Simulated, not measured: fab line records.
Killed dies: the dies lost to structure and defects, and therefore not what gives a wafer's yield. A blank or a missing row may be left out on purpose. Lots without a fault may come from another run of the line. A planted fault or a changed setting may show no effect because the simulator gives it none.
fab line records -- flow sky130
[record] lots = 24, wafers = 72, last_day = 50
route steps=708 shown SD_P@330 RES_XHIGH@340 LI_CONTACT@383 VIA1@471 METAL2@498
lots that met no fault: from a run of the same line without faults
start_h: hours from the record's opening day to when the first of the lot's shown wafers began -- wait_h: how many hours have passed since the lot's step before this one -- " the same as in the row above -- L1.1+2: one row covering several wafers at once -- - either no value or no given start -- * or withheld: withheld -- < > ~ a bound
route shown NAME@n: names a module that has steps shown in the file, with the first one's number in the route -- usual: mean/standard deviation of fault-free wafers -- same: alike in all rows -- chamber/n: place in a boat -- sites: readings site by site -- _std_site: their standard deviation -- _edge_site: outer sites' mean less inner sites' -- radius_mm: for every site, how far away it sits from the centre of the wafer -- mask NAME#n: copy n -- behind: tool/chamber where the wafer was last shaped -- hold: reason for holding the lot/hours on hold/outcome of the hold -- device: transistor that didn't switch, given as n, p or np -- end of line: the route-end tests of the same wafers -- for a step that has no rows: nothing shown but its recipe -- killed: at the first sort, the dies lost to defects and structure; wafer yield is something else -- map: per-die view of a wafer (x killed, . not killed, _ where there is no die)
set.NAME: the run value of the setting; set.NAME@STEP: its run value at that earlier step -- model.NAME: the simulator's own value behind a step, which no gauge read
the route's steps for a sample of lots (tables are steps, rows are wafers)
services: from which hour (start_h, from the record's first day; less than 0 if before it) a tool's chamber was out of use, for how many hours, and why
[[steps]]
[step SKY_SD_P_STRIP_10]
[recipe] chemistry = O2/N2, power_w = 1400, pressure_mtorr = 1500, platen_temp_c = withheld, o2_flow_sccm = 3000, n2_flow_sccm = 300, overash_fraction = 0.5
[usual] drypump_motor_current_A = 5.55/0.24, oes_product_au = 0.618/0.0043, strip_time_to_endpoint_s = 17.49/0.036
lot.wafer,tool,chamber,start_h,wait_h,drypump_motor_current_A,oes_product_au,rf_hours_counter_h,strip_time_to_endpoint_s
L074.3,plasma_asher-03,0,583.41,0.1,5.44,0.617,-,17.55
L074.5,plasma_asher-03,1,583.41,0.1,5.17,0.619,-,17.46
L074.6,plasma_asher-03,0,583.41,0.1,5.44,0.620,-,17.49
L075.1,plasma_asher-02,0,593.20,0.1,5.64,0.623,95,17.54
L075.3,plasma_asher-02,0,593.20,0.1,5.67,0.610,-,17.54
L075.5,plasma_asher-02,1,593.20,0.1,5.53,0.620,-,17.49
L076.1,plasma_asher-03,1,602.18,0.1,5.16,0.620,47,17.45
L076.4,plasma_asher-03,1,602.18,0.1,5.15,0.627,-,17.51
L076.5,plasma_asher-03,1,602.18,0.1,5.14,0.618,-,17.49
L077.2,plasma_asher-02,0,617.40,0.1,5.66,0.616,97,17.54
L077.5,plasma_asher-02,0,617.40,0.1,5.68,0.627,-,17.58
L077.6,plasma_asher-02,1,617.40,0.1,5.52,0.626,-,17.56
L078.3,plasma_asher-04,0,629.23,0.1,5.80,0.614,-,17.46
L078.5,plasma_asher-04,1,629.23,0.1,5.74,0.627,-,17.47
L078.6,plasma_asher-04,0,629.23,0.1,5.80,0.611,-,17.44
L079.2,plasma_asher-03,0,633.78,0.1,5.42,0.626,50,17.50
L079.4,plasma_asher-03,1,633.78,0.1,5.10,0.623,-,17.48
L079.6,plasma_asher-03,0,633.78,0.1,5.46,0.611,-,17.51
L080.3,plasma_asher-03,0,642.76,0.1,5.40,0.619,-,17.51
L080.4,plasma_asher-03,1,642.76,0.1,5.15,0.614,-,17.49
L080.6,plasma_asher-03,1,642.76,0.1,5.13,0.615,-,17.49
L081.2,plasma_asher-04,1,652.08,0.1,5.78,0.619,22,17.43
L081.3,plasma_asher-04,1,652.08,0.1,5.77,0.620,-,17.45
L081.6,plasma_asher-04,0,652.08,0.1,5.78,0.621,-,17.48
L082.1,plasma_asher-03,1,660.38,0.1,5.14,0.616,53,17.58
L082.5,plasma_asher-03,1,660.38,0.1,5.13,0.613,-,17.49
L082.6,plasma_asher-03,0,660.38,0.1,5.43,0.618,-,17.50
L083.1,plasma_asher-04,0,673.83,0.1,5.78,0.618,24,17.46
L083.2,plasma_asher-04,1,673.83,0.1,5.81,0.622,24,17.49
L083.4,plasma_asher-04,0,673.83,0.1,5.80,0.613,-,17.48
L084.2,plasma_asher-03,0,674.43,0.1,5.45,0.617,54,17.43
L084.4,plasma_asher-03,0,674.43,0.1,5.43,0.625,-,17.48
L084.5,plasma_asher-03,0,674.43,0.1,5.43,0.620,-,17.43
L085.2,plasma_asher-02,0,682.30,0.1,5.65,0.618,102,17.47
L085.3,plasma_asher-02,1,682.30,0.1,5.53,0.613,-,17.48
L085.4,plasma_asher-02,0,682.30,0.1,5.66,0.618,-,17.50
L086.4,plasma_asher-04,1,703.22,0.1,5.75,0.620,-,17.44
L086.5,plasma_asher-04,0,703.22,0.1,5.80,0.616,-,17.47
L086.6,plasma_asher-04,1,703.22,0.1,5.75,0.619,-,17.50
L087.2,plasma_asher-04,1,707.35,0.1,5.76,0.616,28,17.49
L087.4,plasma_asher-04,1,707.35,0.1,5.76,0.609,-,17.46
L087.6,plasma_asher-04,0,707.35,0.1,5.82,0.614,-,17.46
L089.1,plasma_asher-03,1,717.73,0.1,5.15,0.615,59,17.47
L089.4,plasma_asher-03,1,717.73,0.1,5.13,0.617,-,17.49
L089.5,plasma_asher-03,1,717.73,0.1,5.14,0.616,-,17.47
L088.2,plasma_asher-02,1,719.00,0.1,5.50,0.623,105,17.47
L088.3,plasma_asher-02,1,719.00,0.1,5.50,0.618,-,17.49
L088.5,plasma_asher-02,0,719.00,0.1,5.64,0.621,-,17.47
L090.1,plasma_asher-03,0,722.18,0.1,5.44,0.617,59,17.52
L090.2,plasma_asher-03,1,722.18,0.1,5.15,0.611,59,17.55
L090.4,plasma_asher-03,1,722.18,0.1,5.16,0.623,-,17.55
L091.1,plasma_asher-04,1,727.73,0.1,5.79,0.619,30,17.47
L091.3,plasma_asher-04,0,727.73,0.1,5.80,0.616,-,17.43
L091.4,plasma_asher-04,1,727.73,0.1,5.79,0.616,-,17.45
L092.2,plasma_asher-04,1,742.18,0.1,5.80,0.619,32,17.47
L092.4,plasma_asher-04,0,742.18,0.1,5.81,0.624,-,17.44
L092.5,plasma_asher-04,0,742.18,0.1,5.80,0.617,-,17.45
L093.2,plasma_asher-02,1,743.45,0.1,5.52,0.614,0,17.55
L093.5,plasma_asher-02,0,743.45,0.1,5.66,0.620,-,17.52
L093.6,plasma_asher-02,1,743.45,0.1,5.53,0.626,-,17.56
L094.4,plasma_asher-04,0,758.18,0.1,5.80,0.623,-,17.51
L094.5,plasma_asher-04,0,758.18,0.1,5.82,0.617,-,17.44
L094.6,plasma_asher-04,1,758.18,0.1,5.75,0.619,-,17.46
L095.1,plasma_asher-03,0,760.63,0.1,5.43,0.610,63,17.49
L095.2,plasma_asher-03,1,760.63,0.1,5.13,0.611,63,17.47
L095.5,plasma_asher-03,0,760.63,0.1,5.46,0.619,-,17.52
L096.1,plasma_asher-02,1,768.23,0.1,5.52,0.619,2,17.51
L096.5,plasma_asher-02,1,768.23,0.1,5.51,0.618,-,17.54
L096.6,plasma_asher-02,0,768.23,0.1,5.69,0.627,-,17.48
L097.1,plasma_asher-04,0,770.43,0.1,5.79,0.625,35,17.51
L097.4,plasma_asher-04,0,770.43,0.1,5.79,0.621,-,17.48
L097.6,plasma_asher-04,0,770.43,0.1,5.78,0.612,-,17.49
[step SKY_RES_XHIGH_STRIP_08]
[recipe] chemistry = O2/N2, power_w = 1400, pressure_mtorr = 1500, platen_temp_c = withheld, o2_flow_sccm = 3000, n2_flow_sccm = 300, overash_fraction = 0.5
[usual] drypump_motor_current_A = 5.56/0.26, oes_product_au = 0.711/0.0042, strip_time_to_endpoint_s = 14.28/0.04
lot.wafer,tool,chamber,start_h,wait_h,drypump_motor_current_A,oes_product_au,rf_hours_counter_h,strip_time_to_endpoint_s
L074.3,plasma_asher-03,1,612.46,0.1,5.11,0.708,-,14.35
L074.5,plasma_asher-03,1,612.46,0.1,5.13,0.708,-,14.30
L074.6,plasma_asher-03,0,612.46,0.1,5.44,0.713,-,14.32
L075.1,plasma_asher-02,1,621.61,0.1,5.53,0.716,98,14.31
L075.3,plasma_asher-02,1,621.61,0.1,5.51,0.706,-,14.32
L075.5,plasma_asher-02,0,621.61,0.1,5.65,0.721,-,14.33
L076.1,plasma_asher-03,1,631.06,0.1,5.16,0.710,50,14.29
L076.4,plasma_asher-03,0,631.06,0.1,5.44,0.714,-,14.28
L076.5,plasma_asher-03,1,631.06,0.1,5.13,0.719,-,14.32
L077.2,plasma_asher-03,0,646.11,0.1,5.44,0.712,52,14.32
L077.5,plasma_asher-03,1,646.11,0.1,5.16,0.711,-,14.29
L077.6,plasma_asher-03,0,646.11,0.1,5.45,0.714,-,14.33
L078.3,plasma_asher-02,1,658.80,0.1,5.52,0.716,-,14.25
L078.5,plasma_asher-02,1,658.80,0.1,5.53,0.716,-,14.24
L078.6,plasma_asher-02,0,658.80,0.1,5.64,0.702,-,14.29
L079.2,plasma_asher-02,1,662.52,0.1,5.52,0.713,101,14.32
L079.4,plasma_asher-02,1,662.52,0.1,5.53,0.714,-,14.31
L079.6,plasma_asher-02,1,662.52,0.1,5.52,0.715,-,14.29
L080.3,plasma_asher-01,0,671.66,0.1,6.11,0.704,-,14.25
L080.4,plasma_asher-01,1,671.66,0.1,5.60,0.706,-,14.27
L080.6,plasma_asher-01,0,671.66,0.1,6.10,0.716,-,14.23
L081.2,plasma_asher-01,1,680.97,0.1,5.64,0.711,84,14.30
L081.3,plasma_asher-01,1,680.97,0.1,5.60,0.711,-,14.30
L081.6,plasma_asher-01,1,680.97,0.1,5.59,0.712,-,14.30
L082.1,plasma_asher-02,1,689.51,0.1,5.52,0.709,102,14.23
L082.5,plasma_asher-02,0,689.51,0.1,5.66,0.714,-,14.25
L082.6,plasma_asher-02,1,689.51,0.1,5.54,0.718,-,14.19
L083.1,plasma_asher-03,0,702.37,0.1,5.45,0.709,57,14.29
L083.2,plasma_asher-03,1,702.37,0.1,5.15,0.706,57,14.26
L083.4,plasma_asher-03,1,702.37,0.1,5.12,0.710,-,14.28
L084.2,plasma_asher-02,1,702.92,0.1,5.52,0.716,104,14.26
L084.4,plasma_asher-02,0,702.92,0.1,5.65,0.707,-,14.28
L084.5,plasma_asher-02,0,702.92,0.1,5.65,0.710,-,14.27
L085.2,plasma_asher-01,1,710.87,0.1,5.64,0.714,87,14.30
L085.3,plasma_asher-01,1,710.87,0.1,5.60,0.711,-,14.29
L085.4,plasma_asher-01,0,710.87,0.1,6.08,0.707,-,14.32
L086.4,plasma_asher-02,0,730.96,0.1,5.64,0.717,-,14.28
L086.5,plasma_asher-02,1,730.96,0.1,5.51,0.701,-,14.29
L086.6,plasma_asher-02,0,730.96,0.1,5.63,0.713,-,14.29
L087.2,plasma_asher-01,0,735.21,0.1,6.07,0.720,89,14.34
L087.4,plasma_asher-01,1,735.21,0.1,5.56,0.710,-,14.30
L087.6,plasma_asher-01,0,735.21,0.1,6.09,0.722,-,14.32
L089.1,plasma_asher-01,1,744.72,0.1,5.60,0.716,90,14.28
L089.4,plasma_asher-01,1,744.72,0.1,5.57,0.704,-,14.32
L089.5,plasma_asher-01,1,744.72,0.1,5.59,0.706,-,14.27
L088.2,plasma_asher-03,0,746.96,0.1,5.43,0.707,62,14.25
L088.3,plasma_asher-03,1,746.96,0.1,5.16,0.713,-,14.24
L088.5,plasma_asher-03,0,746.96,0.1,5.42,0.714,-,14.28
L090.1,plasma_asher-02,0,749.27,0.1,5.64,0.714,1,14.28
L090.2,plasma_asher-02,1,749.27,0.1,5.51,0.717,1,14.28
L090.4,plasma_asher-02,1,749.27,0.1,5.51,0.709,-,14.26
L091.1,plasma_asher-03,0,754.06,0.1,5.44,0.712,63,14.30
L091.3,plasma_asher-03,0,754.06,0.1,5.42,0.704,-,14.34
L091.4,plasma_asher-03,1,754.06,0.1,5.11,0.709,-,14.30
L092.2,plasma_asher-02,1,769.66,0.1,5.49,0.715,2,14.25
L092.4,plasma_asher-02,0,769.66,0.1,5.65,0.711,-,14.23
L092.5,plasma_asher-02,0,769.66,0.1,5.63,0.714,-,14.23
L093.2,plasma_asher-03,1,770.77,0.1,5.12,0.713,65,14.32
L093.5,plasma_asher-03,0,770.77,0.1,5.44,0.718,-,14.31
L093.6,plasma_asher-03,1,770.77,0.1,5.14,0.713,-,14.31
L094.4,plasma_asher-02,1,785.46,0.1,5.52,0.715,-,14.24
L094.5,plasma_asher-02,1,785.46,0.1,5.51,0.710,-,14.22
L094.6,plasma_asher-02,0,785.46,0.1,5.66,0.714,-,14.26
L095.1,plasma_asher-02,0,787.47,0.1,5.65,0.707,4,14.20
L095.2,plasma_asher-02,1,787.47,0.1,5.52,0.718,4,14.18
L095.5,plasma_asher-02,1,787.47,0.1,5.53,0.712,-,14.23
L096.1,plasma_asher-01,0,794.42,0.1,6.07,0.712,95,14.27
L096.5,plasma_asher-01,1,794.42,0.1,5.62,0.714,-,14.26
L096.6,plasma_asher-01,0,794.42,0.1,6.07,0.705,-,14.25
L097.1,plasma_asher-02,0,797.21,0.1,5.63,0.703,5,14.31
L097.4,plasma_asher-02,0,797.21,0.1,5.64,0.712,-,14.27
L097.6,plasma_asher-02,0,797.21,0.1,5.66,0.713,-,14.33
[step SKY_LI_CONTACT_CVD_21]
[recipe] material = W, target_thk_nm = 400, time_s = 120.56, temp_c = 400, pressure_torr = 40
[usual] heater_power_w = 836/17
lot.wafer,tool,chamber,start_h,wait_h,heater_power_w
L074.3,cvd_w-01,0,673.02,0.1,835
L074.5,cvd_w-01,0,673.02,0.1,851
L074.6,cvd_w-01,1,673.02,0.1,825
L075.1,cvd_w-02,0,681.46,0.0,847
L075.3,cvd_w-02,1,681.46,0.0,806
L075.5,cvd_w-02,1,681.46,0.0,802
L076.1,cvd_w-02,1,690.14,0.0,818
L076.4,cvd_w-02,0,690.14,0.0,847
L076.5,cvd_w-02,0,690.14,0.0,846
L077.2,cvd_w-01,0,705.93,0.1,833
L077.5,cvd_w-01,0,705.93,0.1,863
L077.6,cvd_w-01,0,705.93,0.1,845
L078.3,cvd_w-01,1,717.76,0.1,818
L078.5,cvd_w-01,1,717.76,0.1,821
L078.6,cvd_w-01,1,717.76,0.1,814
L079.2,cvd_w-01,1,720.38,0.0,822
L079.4,cvd_w-01,1,720.38,0.0,826
L079.6,cvd_w-01,1,720.38,0.0,826
L080.3,cvd_w-01,0,730.24,0.1,846
L080.4,cvd_w-01,1,730.24,0.1,826
L080.6,cvd_w-01,0,730.24,0.1,837
L081.2,cvd_w-01,0,738.97,0.0,834
L081.3,cvd_w-01,1,738.97,0.0,836
L081.6,cvd_w-01,1,738.97,0.0,826
L082.1,cvd_w-02,1,745.81,0.0,813
L082.5,cvd_w-02,1,745.81,0.0,813
L082.6,cvd_w-02,0,745.81,0.0,857
L083.1,cvd_w-01,0,759.81,0.0,832
L083.2,cvd_w-01,1,759.81,0.0,818
L083.4,cvd_w-01,0,759.81,0.0,832
L084.2,cvd_w-02,0,759.86,0.0,857
L084.4,cvd_w-02,1,759.86,0.0,842
L084.5,cvd_w-02,0,759.86,0.0,850
L085.2,cvd_w-01,0,769.04,0.0,853
L085.3,cvd_w-01,0,769.04,0.0,863
L085.4,cvd_w-01,1,769.04,0.0,823
L086.4,cvd_w-01,0,787.07,0.1,848
L086.5,cvd_w-01,1,787.07,0.1,796
L086.6,cvd_w-01,0,787.07,0.1,831
L087.2,cvd_w-02,1,791.26,0.0,830
L087.4,cvd_w-02,0,791.26,0.0,868
L087.6,cvd_w-02,1,791.26,0.0,839
L089.1,cvd_w-01,1,799.93,0.0,814
L089.4,cvd_w-01,1,799.93,0.0,823
L089.5,cvd_w-01,0,799.93,0.0,821
L088.2,cvd_w-01,0,802.93,0.0,844
L088.3,cvd_w-01,1,802.93,0.0,826
L088.5,cvd_w-01,0,802.93,0.0,851
L090.1,cvd_w-02,0,804.76,0.0,857
L090.2,cvd_w-02,1,804.76,0.0,829
L090.4,cvd_w-02,0,804.76,0.0,852
L091.1,cvd_w-01,1,808.95,0.0,808
L091.3,cvd_w-01,0,808.95,0.0,828
L091.4,cvd_w-01,1,808.95,0.0,837
L092.2,cvd_w-02,0,825.21,0.0,843
L092.4,cvd_w-02,0,825.21,0.0,842
L092.5,cvd_w-02,1,825.21,0.0,829
L093.2,cvd_w-02,0,827.25,0.0,849
L093.5,cvd_w-02,1,827.25,0.0,852
L093.6,cvd_w-02,0,827.25,0.0,855
L094.4,cvd_w-01,1,840.30,0.1,826
L094.5,cvd_w-01,1,840.30,0.1,839
L094.6,cvd_w-01,0,840.30,0.1,848
L095.1,cvd_w-01,0,843.21,0.0,837
L095.2,cvd_w-01,1,843.21,0.0,832
L095.5,cvd_w-01,1,843.21,0.0,845
L096.1,cvd_w-02,0,849.84,0.0,861
L096.5,cvd_w-02,0,849.84,0.0,843
L096.6,cvd_w-02,1,849.84,0.0,824
L097.1,cvd_w-02,1,852.61,0.0,838
L097.4,cvd_w-02,0,852.61,0.0,862
L097.6,cvd_w-02,0,852.61,0.0,838
[step SKY_LI_CONTACT_RS_MEAS_22]
[recipe] thk_meas_gauge = four-point-probe, reads = W_of_LI_CONTACT_CVD_21+TiN_of_LI_CONTACT_SPUTTER_20+Ti_of_LI_CONTACT_SPUTTER_19
[usual] LI_CONTACT_W_RS = 0.2846/0.003
lot.wafer,tool,chamber,start_h,wait_h,LI_CONTACT_W_RS[ohm/sq]
L074.3,film_metro-03,-,673.14,0.1,0.2854
L074.5,film_metro-03,-,673.14,0.1,0.2859
L074.6,film_metro-03,-,673.14,0.1,0.2840
L075.1,film_metro-03,-,681.59,0.1,0.2815
L075.3,film_metro-03,-,681.59,0.1,0.2792
L075.5,film_metro-03,-,681.59,0.1,0.2815
L076.1,film_metro-04,-,690.26,0.1,0.2829
L076.4,film_metro-04,-,690.26,0.1,0.2802
L076.5,film_metro-04,-,690.26,0.1,0.2841
L077.2,film_metro-04,-,706.16,0.2,0.2889
L077.5,film_metro-04,-,706.16,0.2,0.2886
L077.6,film_metro-04,-,706.16,0.2,0.2900
L078.3,film_metro-04,-,717.97,0.2,0.2827
L078.5,film_metro-04,-,717.97,0.2,0.2860
L078.6,film_metro-04,-,717.97,0.2,0.2855
L079.2,film_metro-04,-,720.52,0.1,0.2816
L079.4,film_metro-04,-,720.52,0.1,0.2832
L079.6,film_metro-04,-,720.52,0.1,0.2848
L080.3,film_metro-01,-,730.36,0.1,0.2859
L080.4,film_metro-01,-,730.36,0.1,0.2792
L080.6,film_metro-01,-,730.36,0.1,0.2802
L081.2,film_metro-03,-,739.12,0.1,0.2815
L081.3,film_metro-03,-,739.12,0.1,0.2801
L081.6,film_metro-03,-,739.12,0.1,0.2816
L082.1,film_metro-04,-,745.94,0.1,0.2889
L082.5,film_metro-04,-,745.94,0.1,0.2876
L082.6,film_metro-04,-,745.94,0.1,0.2835
L083.1,film_metro-04,-,759.94,0.1,0.2813
L083.2,film_metro-04,-,759.94,0.1,0.2840
L083.4,film_metro-04,-,759.94,0.1,0.2885
L084.2,film_metro-01,-,760.01,0.1,0.2802
L084.4,film_metro-01,-,760.01,0.1,0.2820
L084.5,film_metro-01,-,760.01,0.1,0.2813
L085.2,film_metro-04,-,769.18,0.1,0.2870
L085.3,film_metro-04,-,769.18,0.1,0.2891
L085.4,film_metro-04,-,769.18,0.1,0.2855
L086.4,film_metro-01,-,787.21,0.1,0.2871
L086.5,film_metro-01,-,787.21,0.1,0.2845
L086.6,film_metro-01,-,787.21,0.1,0.2880
L087.2,film_metro-01,-,791.41,0.1,0.2779
L087.4,film_metro-01,-,791.41,0.1,0.2820
L087.6,film_metro-01,-,791.41,0.1,0.2850
L089.1,film_metro-01,-,800.05,0.1,0.2847
L089.4,film_metro-01,-,800.05,0.1,0.2802
L089.5,film_metro-01,-,800.05,0.1,0.2826
L088.2,film_metro-04,-,803.07,0.1,0.2859
L088.3,film_metro-04,-,803.07,0.1,0.2858
L088.5,film_metro-04,-,803.07,0.1,0.2833
L090.1,film_metro-03,-,804.89,0.1,0.2840
L090.2,film_metro-03,-,804.89,0.1,0.2871
L090.4,film_metro-03,-,804.89,0.1,0.2829
L091.1,film_metro-04,-,809.08,0.1,0.2858
L091.3,film_metro-04,-,809.08,0.1,0.2906
L091.4,film_metro-04,-,809.08,0.1,0.2854
L092.2,film_metro-01,-,825.36,0.1,0.2824
L092.4,film_metro-01,-,825.36,0.1,0.2824
L092.5,film_metro-01,-,825.36,0.1,0.2874
L093.2,film_metro-01,-,827.40,0.1,0.2833
L093.5,film_metro-01,-,827.40,0.1,0.2844
L093.6,film_metro-01,-,827.40,0.1,0.2836
L094.4,film_metro-04,-,840.45,0.1,0.2848
L094.5,film_metro-04,-,840.45,0.1,0.2869
L094.6,film_metro-04,-,840.45,0.1,0.2896
L095.1,film_metro-01,-,843.34,0.1,0.2886
L095.2,film_metro-01,-,843.34,0.1,0.2830
L095.5,film_metro-01,-,843.34,0.1,0.2859
L096.1,film_metro-04,-,849.96,0.1,0.2842
L096.5,film_metro-04,-,849.96,0.1,0.2822
L096.6,film_metro-04,-,849.96,0.1,0.2859
L097.1,film_metro-04,-,852.74,0.1,0.2883
L097.4,film_metro-04,-,852.74,0.1,0.2861
L097.6,film_metro-04,-,852.74,0.1,0.2853
[step SKY_VIA1_OVL_MEAS_13]
[usual] VIA1_OVL = 0/5.3
lot.wafer,tool,chamber,start_h,wait_h,VIA1_OVL[nm]
L074.3,overlay-02,-,790.03,0.1,4
L074.5,overlay-02,-,790.03,0.1,-4
L074.6,overlay-02,-,790.03,0.1,-5
L075.1,overlay-01,-,797.53,0.1,-4
L075.3,overlay-01,-,797.53,0.1,-8
L075.5,overlay-01,-,797.53,0.1,-6
L076.1,overlay-02,-,806.14,0.1,-2
L076.4,overlay-02,-,806.14,0.1,-6
L076.5,overlay-02,-,806.14,0.1,-1
L077.2,overlay-02,-,819.17,0.1,-4
L077.5,overlay-02,-,819.17,0.1,-2
L077.6,overlay-02,-,819.17,0.1,-6
L078.3,overlay-02,-,833.84,0.1,-1
L078.5,overlay-02,-,833.84,0.1,5
L078.6,overlay-02,-,833.84,0.1,-3
L079.2,overlay-02,-,834.90,0.1,2
L079.4,overlay-02,-,834.90,0.1,3
L079.6,overlay-02,-,834.90,0.1,3
L080.3,overlay-02,-,842.81,0.1,4
L080.4,overlay-02,-,842.81,0.1,7
L080.6,overlay-02,-,842.81,0.1,3
L081.2,overlay-02,-,849.90,0.1,-4
L081.3,overlay-02,-,849.90,0.1,-4
L081.6,overlay-02,-,849.90,0.1,-2
L082.1,overlay-01,-,858.11,0.1,2
L082.5,overlay-01,-,858.11,0.1,10
L082.6,overlay-01,-,858.11,0.1,-1
L083.1,overlay-02,-,871.57,0.1,-3
L083.2,overlay-02,-,871.57,0.1,-2
L083.4,overlay-02,-,871.57,0.1,2
L084.2,overlay-01,-,871.92,0.1,-9
L084.4,overlay-01,-,871.92,0.1,-6
L084.5,overlay-01,-,871.92,0.1,-8
L085.2,overlay-01,-,880.59,0.1,2
L085.3,overlay-01,-,880.59,0.1,-1
L085.4,overlay-01,-,880.59,0.1,2
L086.4,overlay-02,-,896.33,0.1,-2
L086.5,overlay-02,-,896.33,0.1,1
L086.6,overlay-02,-,896.33,0.1,-4
L087.2,overlay-01,-,901.64,0.1,4
L087.4,overlay-01,-,901.64,0.1,8
L087.6,overlay-01,-,901.64,0.1,1
L089.1,overlay-01,-,909.24,0.1,3
L089.4,overlay-01,-,909.24,0.1,1
L089.5,overlay-01,-,909.24,0.1,6
L088.2,overlay-01,-,914.17,0.1,8
L088.3,overlay-01,-,914.17,0.1,2
L088.5,overlay-01,-,914.17,0.1,1
L090.1,overlay-01,-,914.52,0.1,6
L090.2,overlay-01,-,914.52,0.1,10
L090.4,overlay-01,-,914.52,0.1,5
L091.1,overlay-01,-,918.62,0.1,-1
L091.3,overlay-01,-,918.62,0.1,3
L091.4,overlay-01,-,918.62,0.1,-2
L092.2,overlay-02,-,933.71,0.1,-2
L092.4,overlay-02,-,933.71,0.1,-5
L092.5,overlay-02,-,933.71,0.1,-5
L093.2,overlay-02,-,937.25,0.1,0
L093.5,overlay-02,-,937.25,0.1,7
L093.6,overlay-02,-,937.25,0.1,0
L094.4,overlay-01,-,948.16,0.1,10
L094.5,overlay-01,-,948.16,0.1,10
L094.6,overlay-01,-,948.16,0.1,6
L095.1,overlay-02,-,952.02,0.1,-4
L095.2,overlay-02,-,952.02,0.1,-2
L095.5,overlay-02,-,952.02,0.1,-1
L096.1,overlay-02,-,957.22,0.1,9
L096.5,overlay-02,-,957.22,0.1,11
L096.6,overlay-02,-,957.22,0.1,1
L097.1,overlay-01,-,959.14,0.1,-2
L097.4,overlay-01,-,959.14,0.1,0
L097.6,overlay-01,-,959.14,0.1,-1
[step SKY_METAL2_CD_MEAS_15]
[recipe] target_cd_nm = 140
[usual] cd_nm = 139.8/1.7
lot.wafer,tool,chamber,start_h,wait_h,cd_nm
L074.3,cd_sem-02,-,818.08,-,140.2
L074.5,cd_sem-02,-,818.08,-,138.7
L074.6,cd_sem-02,-,818.08,-,137.0
L075.1,cd_sem-01,-,825.74,-,141.7
L075.3,cd_sem-01,-,825.74,-,139.8
L075.5,cd_sem-01,-,825.74,-,140.6
L076.1,cd_sem-01,-,834.42,-,141.8
L076.4,cd_sem-01,-,834.42,-,141.2
L076.5,cd_sem-01,-,834.42,-,140.7
L077.2,cd_sem-02,-,847.64,-,136.9
L077.5,cd_sem-02,-,847.64,-,137.6
L077.6,cd_sem-02,-,847.64,-,138.6
L078.3,cd_sem-01,-,861.51,-,137.1
L078.5,cd_sem-01,-,861.51,-,136.8
L078.6,cd_sem-01,-,861.51,-,135.9
L079.2,cd_sem-02,-,862.99,-,139.7
L079.4,cd_sem-02,-,862.99,-,140.7
L079.6,cd_sem-02,-,862.99,-,138.6
L080.3,cd_sem-02,-,870.41,-,141.9
L080.4,cd_sem-02,-,870.41,-,141.5
L080.6,cd_sem-02,-,870.41,-,140.2
L081.2,cd_sem-02,-,877.37,-,142.8
L081.3,cd_sem-02,-,877.37,-,140.8
L081.6,cd_sem-02,-,877.37,-,139.3
L082.1,cd_sem-01,-,886.02,-,138.6
L082.5,cd_sem-01,-,886.02,-,139.3
L082.6,cd_sem-01,-,886.02,-,138.3
L083.1,cd_sem-02,-,898.90,-,142.0
L083.2,cd_sem-02,-,898.90,-,141.0
L083.4,cd_sem-02,-,898.90,-,141.1
L084.2,cd_sem-01,-,899.57,-,140.7
L084.4,cd_sem-01,-,899.57,-,138.4
L084.5,cd_sem-01,-,899.57,-,139.4
L085.2,cd_sem-01,-,907.64,-,140.3
L085.3,cd_sem-01,-,907.64,-,139.0
L085.4,cd_sem-01,-,907.64,-,137.9
L086.4,cd_sem-01,-,922.73,-,139.3
L086.5,cd_sem-01,-,922.73,-,138.9
L086.6,cd_sem-01,-,922.73,-,137.9
L087.2,cd_sem-02,-,928.22,-,137.4
L087.4,cd_sem-02,-,928.22,-,138.7
L087.6,cd_sem-02,-,928.22,-,139.6
L089.1,cd_sem-02,-,935.57,-,138.7
L089.4,cd_sem-02,-,935.57,-,138.6
L089.5,cd_sem-02,-,935.57,-,140.1
L088.2,cd_sem-02,-,940.04,-,142.1
L088.3,cd_sem-02,-,940.04,-,142.6
L088.5,cd_sem-02,-,940.04,-,141.9
L090.1,cd_sem-01,-,940.49,-,139.5
L090.2,cd_sem-01,-,940.49,-,139.6
L090.4,cd_sem-01,-,940.49,-,140.1
L091.1,cd_sem-02,-,945.35,-,138.1
L091.3,cd_sem-02,-,945.35,-,140.5
L091.4,cd_sem-02,-,945.35,-,140.2
L092.2,cd_sem-01,-,959.39,-,140.1
L092.4,cd_sem-01,-,959.39,-,139.6
L092.5,cd_sem-01,-,959.39,-,139.4
L093.2,cd_sem-01,-,963.24,-,139.5
L093.5,cd_sem-01,-,963.24,-,140.5
L093.6,cd_sem-01,-,963.24,-,141.0
L094.4,cd_sem-02,-,973.93,-,140.7
L094.5,cd_sem-02,-,973.93,-,139.0
L094.6,cd_sem-02,-,973.93,-,140.3
L095.1,cd_sem-01,-,978.65,-,138.9
L095.2,cd_sem-01,-,978.65,-,137.9
L095.5,cd_sem-01,-,978.65,-,139.5
L096.1,cd_sem-02,-,983.63,-,135.7
L096.5,cd_sem-02,-,983.63,-,135.8
L096.6,cd_sem-02,-,983.63,-,136.3
L097.1,cd_sem-02,-,984.62,-,139.5
L097.4,cd_sem-02,-,984.62,-,141.7
L097.6,cd_sem-02,-,984.62,-,142.4
[[services]]
tool,chamber,start_h,hours,kind
cvd_w-02,1,564.65,3.4,repair
plasma_asher-03,-,661.21,2.8,pm
plasma_asher-02,-,665.20,16.8,repair
cvd_w-01,1,687.25,18.7,repair
cvd_w-01,0,716.98,2.7,repair
cvd_w-02,0,726.01,8.8,repair
plasma_asher-01,-,732.18,2.8,pm
plasma_asher-02,-,733.80,9.0,pm
plasma_asher-02,0,733.80,9.0,vent_cycle
plasma_asher-02,1,733.80,9.0,vent_cycle
plasma_asher-02,0,742.80,-,clean
plasma_asher-02,1,742.80,-,clean
cvd_w-02,-,747.44,0.9,repair
plasma_asher-02,-,751.26,4.6,repair
plasma_asher-01,-,815.12,2.1,repair
plasma_asher-02,-,831.02,2.7,repair
cvd_w-02,-,831.65,6.9,pm
[[key]]
fault none
